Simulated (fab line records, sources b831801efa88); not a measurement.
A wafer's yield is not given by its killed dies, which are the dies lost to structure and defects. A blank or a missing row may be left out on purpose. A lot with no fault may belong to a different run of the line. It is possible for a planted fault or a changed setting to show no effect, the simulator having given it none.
Which tool is to blame? / flow sky130 / 10 lots with 30 wafers sampled at 6 steps, on a route of 708 steps

== WHAT EACH GAUGE READ, for each wafer ==
SKY_CAP2M_OVL_MEAS_12.
lot=L706; measured=day 41 03:59; on=overlay-01; CAP2M_OVL (nm)=2.3 1.3 0.0
lot=L709; measured=day 41 21:25; on=overlay-01; CAP2M_OVL (nm)=2.3 0.9 0.6
lot=L710; measured=day 42 05:20; on=overlay-02; CAP2M_OVL (nm)=-0.1 -0.4 -2.4
lot=L711; measured=day 42 09:14; on=overlay-02; CAP2M_OVL (nm)=0.5 0.4 -0.4
lot=L718; measured=day 45 09:08; on=overlay-02; CAP2M_OVL (nm)=0.1 -0.1 0.1
lot=L719; measured=day 45 10:13; on=overlay-02; CAP2M_OVL (nm)=1.2 0.1 0.6
lot=L721; measured=day 45 11:16; on=overlay-02; CAP2M_OVL (nm)=1.8 -0.2 -1.0
lot=L723; measured=day 45 13:04; on=overlay-02; CAP2M_OVL (nm)=0.4 0.2 0.1
lot=L724; measured=day 45 16:10; on=overlay-02; CAP2M_OVL (nm)=-1.2 -1.5 -2.0
lot=L726; measured=day 46 11:25; on=overlay-02; CAP2M_OVL (nm)=-0.8 -1.3 -0.9

SKY_VIA4_RS_MEAS_19: the measuring method here is four-point-probe.
lot=L706; measured=day 43 06:04; on=film metro-02; VIA4_W_RS (ohm/sq)=0.2284 0.2274 0.2287
lot=L709; measured=day 43 23:37; on=film metro-04; VIA4_W_RS (ohm/sq)=0.2686 0.2657 0.2276
lot=L710; measured=day 44 07:58; on=film metro-02; VIA4_W_RS (ohm/sq)=0.2667 0.2657 0.2239
lot=L711; measured=day 44 11:37; on=film metro-02; VIA4_W_RS (ohm/sq)=0.2272 0.2701 0.2288
lot=L718; measured=day 47 04:32; on=film metro-04; VIA4_W_RS (ohm/sq)=0.2280 0.2255 0.2279
lot=L719; measured=day 47 06:31; on=film metro-02; VIA4_W_RS (ohm/sq)=0.2287 0.2241 0.2233
lot=L721; measured=day 47 07:52; on=film metro-02; VIA4_W_RS (ohm/sq)=0.2263 0.2261 0.2253
lot=L723; measured=day 47 09:41; on=film metro-04; VIA4_W_RS (ohm/sq)=0.2266 0.2272 0.2263
lot=L724; measured=day 47 13:05; on=film metro-02; VIA4_W_RS (ohm/sq)=0.2258 0.2274 0.2259
lot=L726; measured=day 48 06:54; on=film metro-02; VIA4_W_RS (ohm/sq)=0.2303 0.2289 0.2287

SKY_VIA4_THK_MEAS_20: measures by xrf.
lot=L706; measured=day 43 06:11; on=film metro-02; VIA4_W_THK (nm)=507 510 505
lot=L709; measured=day 43 23:44; on=film metro-04; VIA4_W_THK (nm)=430 433 506
lot=L710; measured=day 44 08:04; on=film metro-02; VIA4_W_THK (nm)=436 441 520
lot=L711; measured=day 44 11:44; on=film metro-02; VIA4_W_THK (nm)=514 431 511
lot=L718; measured=day 47 04:39; on=film metro-04; VIA4_W_THK (nm)=510 514 510
lot=L719; measured=day 47 06:38; on=film metro-02; VIA4_W_THK (nm)=502 513 518
lot=L721; measured=day 47 07:59; on=film metro-02; VIA4_W_THK (nm)=511 509 514
lot=L723; measured=day 47 09:49; on=film metro-04; VIA4_W_THK (nm)=516 509 514
lot=L724; measured=day 47 13:12; on=film metro-02; VIA4_W_THK (nm)=513 508 509
lot=L726; measured=day 48 07:01; on=film metro-02; VIA4_W_THK (nm)=508 511 510

== TOOL THAT RAN EACH LOT (tool first, then ch and the chambers of the sampled wafers, then the start) ==
lot=L706; SKY_METAL3_ETCH_16=rie metal-04 ch 0,1, day 38 22:34; SKY_VIA3_CMP_24=cmp-02 ch 0,1,2, day 40 02:29; SKY_VIA4_CVD_18=cvd w-01 ch 0,1, day 43 05:55
lot=L709; SKY_METAL3_ETCH_16=rie metal-04 ch 0,1, day 39 18:21; SKY_VIA3_CMP_24=cmp-02 ch 1,2, day 40 21:07; SKY_VIA4_CVD_18=cvd w-01 ch 0,1, day 43 23:28
lot=L710; SKY_METAL3_ETCH_16=rie metal-02 ch 0,1, day 40 01:33; SKY_VIA3_CMP_24=cmp-02 ch 0,2,3, day 41 05:11; SKY_VIA4_CVD_18=cvd w-01 ch 0,1, day 44 07:49
lot=L711; SKY_METAL3_ETCH_16=rie metal-02 ch 0,1, day 40 05:36; SKY_VIA3_CMP_24=cmp-01 ch 2,3, day 41 09:18; SKY_VIA4_CVD_18=cvd w-01 ch 0,1, day 44 11:28
lot=L718; SKY_METAL3_ETCH_16=rie metal-04 ch 0,1, day 43 08:27; SKY_VIA3_CMP_24=cmp-02 ch 1,2,3, day 44 10:40; SKY_VIA4_CVD_18=cvd w-01 ch 0,1, day 47 04:22
lot=L719; SKY_METAL3_ETCH_16=rie metal-02 ch 0,1, day 43 10:24; SKY_VIA3_CMP_24=cmp-01 ch 0,2,3, day 44 12:07; SKY_VIA4_CVD_18=cvd w-01 ch 0,1, day 47 06:22
lot=L721; SKY_METAL3_ETCH_16=rie metal-01 ch 0,1, day 43 11:03; SKY_VIA3_CMP_24=cmp-01 ch 0,1,2, day 44 13:12; SKY_VIA4_CVD_18=cvd w-01 ch 0,1, day 47 07:43
lot=L723; SKY_METAL3_ETCH_16=rie metal-04 ch 0,1, day 43 12:58; SKY_VIA3_CMP_24=cmp-01 ch 1,2,3, day 44 15:02; SKY_VIA4_CVD_18=cvd w-01 ch 0,1, day 47 09:32
lot=L724; SKY_METAL3_ETCH_16=rie metal-02 ch 0,1, day 43 16:18; SKY_VIA3_CMP_24=cmp-01 ch 0,2,3, day 44 18:19; SKY_VIA4_CVD_18=cvd w-01 ch 0,1, day 47 12:55
lot=L726; SKY_METAL3_ETCH_16=rie metal-02 ch 0,1, day 44 13:34; SKY_VIA3_CMP_24=cmp-02 ch 0,1,2, day 45 13:52; SKY_VIA4_CVD_18=cvd w-02 ch 0,1, day 48 06:44
- SKY_METAL3_ETCH_16: etches BARC in N2/H2, stops on SiO2, time 88.2 s, target depth 60 nm.
- SKY_VIA3_CMP_24: polishes, stops on SiO2, t overpolish 20 s, target thk 0 nm.
- SKY_VIA4_CVD_18: deposits W, target thk 505 nm, time 152.14 s.

== WHAT THE TOOLS THEMSELVES READ (means of the sampled wafers that have a number; where no wafer has one, the mark that the record gives instead) ==
SKY_METAL3_ETCH_16.
lot=L706; tool=rie metal-04; drypump motor current A (A)=6.1; h2 flow sccm (sccm)=200.3; oes product au (a.u.)=0.628; throttle valve pct (%)=13.199
lot=L709; tool=rie metal-04; drypump motor current A (A)=6.1; h2 flow sccm (sccm)=200.2; oes product au (a.u.)=0.624; throttle valve pct (%)=13.204
lot=L710; tool=rie metal-02; drypump motor current A (A)=5.8; h2 flow sccm (sccm)=200.1; oes product au (a.u.)=0.625; throttle valve pct (%)=13.207
lot=L711; tool=rie metal-02; drypump motor current A (A)=6.0; h2 flow sccm (sccm)=199.8; oes product au (a.u.)=0.622; throttle valve pct (%)=13.210
lot=L718; tool=rie metal-04; drypump motor current A (A)=6.1; h2 flow sccm (sccm)=200.2; oes product au (a.u.)=0.626; throttle valve pct (%)=13.207
lot=L719; tool=rie metal-02; drypump motor current A (A)=6.0; h2 flow sccm (sccm)=200.5; oes product au (a.u.)=0.629; throttle valve pct (%)=13.198
lot=L721; tool=rie metal-01; drypump motor current A (A)=6.3; h2 flow sccm (sccm)=200.1; oes product au (a.u.)=0.627; throttle valve pct (%)=13.209
lot=L723; tool=rie metal-04; drypump motor current A (A)=6.3; h2 flow sccm (sccm)=199.7; oes product au (a.u.)=0.631; throttle valve pct (%)=13.208
lot=L724; tool=rie metal-02; drypump motor current A (A)=5.8; h2 flow sccm (sccm)=199.7; oes product au (a.u.)=0.620; throttle valve pct (%)=13.201
lot=L726; tool=rie metal-02; drypump motor current A (A)=5.7; h2 flow sccm (sccm)=199.8; oes product au (a.u.)=0.626; throttle valve pct (%)=13.210

SKY_VIA3_CMP_24.
lot=L706; tool=cmp-02; motor current A (A)=10.7; overpolish run s (s)=20.002; retaining ring pressure frac=1.004; time to endpoint s (s)=95
lot=L709; tool=cmp-02; motor current A (A)=11.4; overpolish run s (s)=19.997; retaining ring pressure frac=0.995; time to endpoint s (s)=96
lot=L710; tool=cmp-02; motor current A (A)=10.7; overpolish run s (s)=20.003; retaining ring pressure frac=1.000; time to endpoint s (s)=100
lot=L711; tool=cmp-01; motor current A (A)=11.3; overpolish run s (s)=19.995; retaining ring pressure frac=0.999; time to endpoint s (s)=93
lot=L718; tool=cmp-02; motor current A (A)=11.0; overpolish run s (s)=19.998; retaining ring pressure frac=0.999; time to endpoint s (s)=101
lot=L719; tool=cmp-01; motor current A (A)=11.3; overpolish run s (s)=20.009; retaining ring pressure frac=1.003; time to endpoint s (s)=93
lot=L721; tool=cmp-01; motor current A (A)=10.1; overpolish run s (s)=20.004; retaining ring pressure frac=0.998; time to endpoint s (s)=92
lot=L723; tool=cmp-01; motor current A (A)=11.2; overpolish run s (s)=20.007; retaining ring pressure frac=0.999; time to endpoint s (s)=89
lot=L724; tool=cmp-01; motor current A (A)=11.8; overpolish run s (s)=20.007; retaining ring pressure frac=1.002; time to endpoint s (s)=98
lot=L726; tool=cmp-02; motor current A (A)=11.0; overpolish run s (s)=19.993; retaining ring pressure frac=1.000; time to endpoint s (s)=99

SKY_VIA4_CVD_18.
lot=L706; tool=cvd w-01; heater power w (W)=803; susceptor temp C (C)=400.11
lot=L709; tool=cvd w-01; heater power w (W)=772; susceptor temp C (C)=394.15
lot=L710; tool=cvd w-01; heater power w (W)=780; susceptor temp C (C)=394.27
lot=L711; tool=cvd w-01; heater power w (W)=816; susceptor temp C (C)=397.20
lot=L718; tool=cvd w-01; heater power w (W)=807; susceptor temp C (C)=400.19
lot=L719; tool=cvd w-01; heater power w (W)=797; susceptor temp C (C)=400.24
lot=L721; tool=cvd w-01; heater power w (W)=832; susceptor temp C (C)=399.78
lot=L723; tool=cvd w-01; heater power w (W)=810; susceptor temp C (C)=399.86
lot=L724; tool=cvd w-01; heater power w (W)=799; susceptor temp C (C)=399.99
lot=L726; tool=cvd w-02; heater power w (W)=819; susceptor temp C (C)=400.07

== THE ANSWER, worked out from the rows above alone ==
Rule: the lots themselves supply what counts as usual. Put in order of their means at a reading, lots are off if they are a third of the lots or fewer, leave a main group of 4 or more, and stand apart from it by a gap of 3 or more times the standard deviation of the main group's means; of several such gaps the widest counts. Not used: any main group whose means are identical at the precision the tables above print for the reading. A lot without any number at a reading at which 4 lots or more have one is off too. Any other lot the step has rows for is counted as sound. The gauges are gone through in route order, then the tools' own readings, and for those a lot's mean is taken as printed above. At the first step where some lot is off, the reading lying furthest off is the one used; lots without a number count as furthest.
Off: L709, L710, L711, seen at SKY_VIA4_RS_MEAS_19 (VIA4_W_RS). The main group has a mean of 0.2270 ohm/sq with a standard deviation of 0.0013.
If a tool, at a process step before that reading, ran all the lots that are off and no sound lot after the first of them, it fits. The gauges at SKY_VIA4_RS_MEAS_19 aren't tried: what is off there is off at SKY_VIA4_CVD_18 too, on other tools, and a gauge's error can't cause that. Not one of the candidates tried fits.

== WHAT THE SIMULATOR PUT IN ==
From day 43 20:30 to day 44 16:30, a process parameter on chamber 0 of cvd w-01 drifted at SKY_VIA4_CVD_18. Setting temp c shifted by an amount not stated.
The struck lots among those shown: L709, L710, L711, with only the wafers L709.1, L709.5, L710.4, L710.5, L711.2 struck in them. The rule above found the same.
